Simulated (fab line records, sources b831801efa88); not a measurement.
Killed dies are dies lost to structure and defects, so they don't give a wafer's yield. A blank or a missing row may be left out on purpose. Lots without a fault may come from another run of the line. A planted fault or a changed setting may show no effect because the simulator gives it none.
A struck lot beside a sound one | flow sfq_line | 42 steps out of a route of 325
Sound: wafers L948.1, L948.2, L948.4. Struck: wafer L964.5. (L964.1, L964.2 of the same lot were not struck and are left out.) The cause comes at the end.
At each step with rows: each side's tool, then ch and its chambers, then its first start. Under that, the readings that differ: sound wafers | struck wafers | difference of the means | sigmas: that difference in standard deviations of wafers without a fault.
alike: readings whose means differ by less than 2 such deviations, and words and numbers that are the same on both sides. not compared: withheld readings, readings that some wafer has no value for, bounds like >300 that may hide the same value, and numbers for which the record gives no deviation and whose values overlap.
The two part at a step that has a row with sigmas, a row that says differs or no value, or rows on one side only. Numbers that don't overlap but have no deviation are shown without sigmas and don't part them. A reading that every wafer of one side lacks parts them only if that side has two wafers or more.

first, 6 steps without rows for these wafers: SFQ_TRILAYER_L0_VIA_LITHO_COAT_018 (resist thk 62 nm); SFQ_TRILAYER_L0_VIA_LITHO_COAT_013 (resist thk 650 nm); SFQ_TRILAYER_L0_VIA_LITHO_SOFTBAKE_017; SFQ_TRILAYER_L0_VIA_LITHO_EXPOSE_014 (exposes mask L0V, target cd 700 nm); SFQ_TRILAYER_L0_VIA_LITHO_PEB_016 (peb time 60 s); SFQ_TRILAYER_L0_VIA_LITHO_DEVELOP_015 (time 60 s).
SFQ_L0V_OVL_MEAS_903:
  sound on overlay-02, day 7 04:11; struck on overlay-02, day 11 00:16
  alike: L0V_OVL
SFQ_TRILAYER_L0_VIA_BARC_OPEN_VIA_ETCH_021: etches BARC in O2, target depth 125 nm, time 41.7 s.
  sound on rie_diel-01 ch 1,2,3, day 7 04:13; struck on rie_diel-01 ch 1, day 11 00:19
  alike: drypump_motor_current_A, oes_product_au
  not compared: rf_hours_counter_h
then, 1 step without rows for these wafers: SFQ_TRILAYER_L0_VIA_ETCH_VIA_ETCH_016 (etches SiO2 in CHF3, stops on MoNx KI, target depth 80 nm).
SFQ_TRILAYER_L0_VIA_STRIP_STRIP_017: strips in O2.
  sound on rie_metal-01 ch 0,1, day 7 04:18; struck on rie_metal-02 ch 1, day 11 00:24
  alike: drypump_motor_current_A, oes_product_au
  not compared: rf_hours_counter_h
then, 2 steps without rows for these wafers: SFQ_TRILAYER_L0_VIA_STRIP_SOLV_CLEAN_018 (cleans in NMP, time 600 s); SFQ_TRILAYER_M0_DEP_PRE_CLEAN_020 (time 15 s).
SFQ_TRILAYER_M0_DEP_SPUTTER_019: material Nb, target thk 200 nm, time 133.3 s.
  sound on pvd_sputter-06, day 7 05:06; struck on pvd_sputter-05, day 11 01:12
  reading                                             | sound             | struck | difference | sigmas
  model.Nb_of_TRILAYER_M0_DEP_SPUTTER_019.thk_nm (nm) | 204.3 201.5 201.5 | 288.4  | +86.0      |
  alike: throttle_valve_pct
SFQ_M0_RS_MEAS_904: measures by four-point-probe.
  sound on film_metro-03, day 7 05:11; struck on film_metro-01, day 11 01:17
  reading           | sound             | struck | difference | sigmas
  M0_NB_RS (ohm/sq) | 0.871 0.885 0.884 | 0.614  | -0.266     | -22
then, 6 steps without rows for these wafers: SFQ_TRILAYER_M0_LITHO_COAT_026 (resist thk 62 nm); SFQ_TRILAYER_M0_LITHO_COAT_021 (resist thk 600 nm); SFQ_TRILAYER_M0_LITHO_SOFTBAKE_025; SFQ_TRILAYER_M0_LITHO_EXPOSE_022 (exposes mask M0, target cd 500 nm); SFQ_TRILAYER_M0_LITHO_PEB_024 (peb time 60 s); SFQ_TRILAYER_M0_LITHO_DEVELOP_023 (time 60 s).
-- the record jumps here: 3 days lie between the struck wafers' starts before and after --
SFQ_M0_OVL_MEAS_906:
  sound on overlay-01, day 10 05:04; struck on overlay-01, day 14 09:31
  alike: M0_OVL
then, 1 step without rows for these wafers: SFQ_TRILAYER_M0_BARC_OPEN_METAL_ETCH_031 (etches BARC in O2, target depth 125 nm, time 41.7 s).
SFQ_TRILAYER_M0_ETCH_METAL_ETCH_024: etches Nb in Cl2/Ar, stops on SiO2, target depth 240 nm, time 120 s.
  sound on rie_metal-02 ch 0,1, day 10 05:10; struck on rie_metal-02 ch 1, day 14 09:37
  reading               | sound             | struck | difference | sigmas
  oes_product_au (a.u.) | 0.901 0.898 0.904 | 1.000  | +0.099     | +12
  alike: drypump_motor_current_A
  not compared: rf_hours_counter_h
then, 2 steps without rows for these wafers: SFQ_TRILAYER_M0_STRIP_STRIP_025 (strips in O2); SFQ_TRILAYER_M0_STRIP_SOLV_CLEAN_026 (cleans in NMP, time 600 s).
SFQ_TRILAYER_I0_DEP_PECVD_027: deposits SiO2 from SiH4/N2O, time 111.11 s, target thk 500 nm.
  sound on pecvd-03 ch 0,2, day 10 06:04; struck on pecvd-03 ch 0, day 14 10:32
  reading                | sound          | struck | difference | sigmas
  throttle_valve_pct (%) | 28.9 23.5 28.7 | 23.4   | -3.6       | -2
  alike: heater_power_w, susceptor_temp_C
then, 1 step without rows for these wafers: SFQ_TRILAYER_I0_CMP_CMP_028 (polishes SiO2).
SFQ_I0_BOW_MEAS_907:
  sound on film_metro-04, day 10 16:14; struck on film_metro-04, day 14 13:58
  reading     | sound   | struck | difference | sigmas
  I0_BOW (um) | 15 4 -9 | -11    | -14        | -2
SFQ_TRILAYER_I0_METRO_MEASURE_029:
  sound on film_metro-04, day 10 16:22; struck on film_metro-04, day 14 14:05
  alike: thk_nm
then, 6 steps without rows for these wafers: SFQ_TRILAYER_I0_VIA_LITHO_COAT_036 (resist thk 62 nm); SFQ_TRILAYER_I0_VIA_LITHO_COAT_031 (resist thk 650 nm); SFQ_TRILAYER_I0_VIA_LITHO_SOFTBAKE_035; SFQ_TRILAYER_I0_VIA_LITHO_EXPOSE_032 (exposes mask I0, target cd 500 nm); SFQ_TRILAYER_I0_VIA_LITHO_PEB_034 (peb time 60 s); SFQ_TRILAYER_I0_VIA_LITHO_DEVELOP_033 (time 60 s).
-- the record jumps here: 3 days lie between the struck wafers' starts before and after --
SFQ_I0_OVL_MEAS_908:
  sound on overlay-02, day 13 03:43; struck on overlay-02, day 17 11:20
  alike: I0_OVL
SFQ_TRILAYER_I0_VIA_BARC_OPEN_VIA_ETCH_046: etches BARC in O2, target depth 125 nm, time 41.7 s.
  sound on rie_diel-03 ch 0,1,3, day 13 03:46; struck on rie_diel-04 ch 2, day 17 11:22
  alike: drypump_motor_current_A, oes_product_au
  not compared: rf_hours_counter_h
then, 4 steps without rows for these wafers: SFQ_TRILAYER_I0_VIA_ETCH_VIA_ETCH_034 (etches SiO2 in CHF3, stops on Nb, target depth 260 nm); SFQ_TRILAYER_I0_VIA_STRIP_STRIP_035 (strips in O2); SFQ_TRILAYER_I0_VIA_STRIP_SOLV_CLEAN_036 (cleans in NMP, time 600 s); SFQ_TRILAYER_M1_DEP_PRE_CLEAN_038 (time 22.5 s).
-- the record jumps here: 61 days lie between the struck wafers' starts before and after --
SFQ_M8_BOW_MEAS_951:
  sound on film_metro-01, day 70 11:39; struck on film_metro-03, day 78 21:47
  reading                       | sound              | struck | difference | sigmas
  M8_BOW (um)                   | 38 26 15           | -14    | -40        | -3
  model.etest.m0.comb_log10_ohm | 12 12 12           | 0      | -12        |
  model.etest.m0.ohm_sq         | 0.871 0.8829 0.883 | 0.6169 | -0.2621    |

WHERE THEY PART
First at SFQ_M0_RS_MEAS_904; last, within this record, at SFQ_M8_BOW_MEAS_951.

WHY: what the simulator had put in
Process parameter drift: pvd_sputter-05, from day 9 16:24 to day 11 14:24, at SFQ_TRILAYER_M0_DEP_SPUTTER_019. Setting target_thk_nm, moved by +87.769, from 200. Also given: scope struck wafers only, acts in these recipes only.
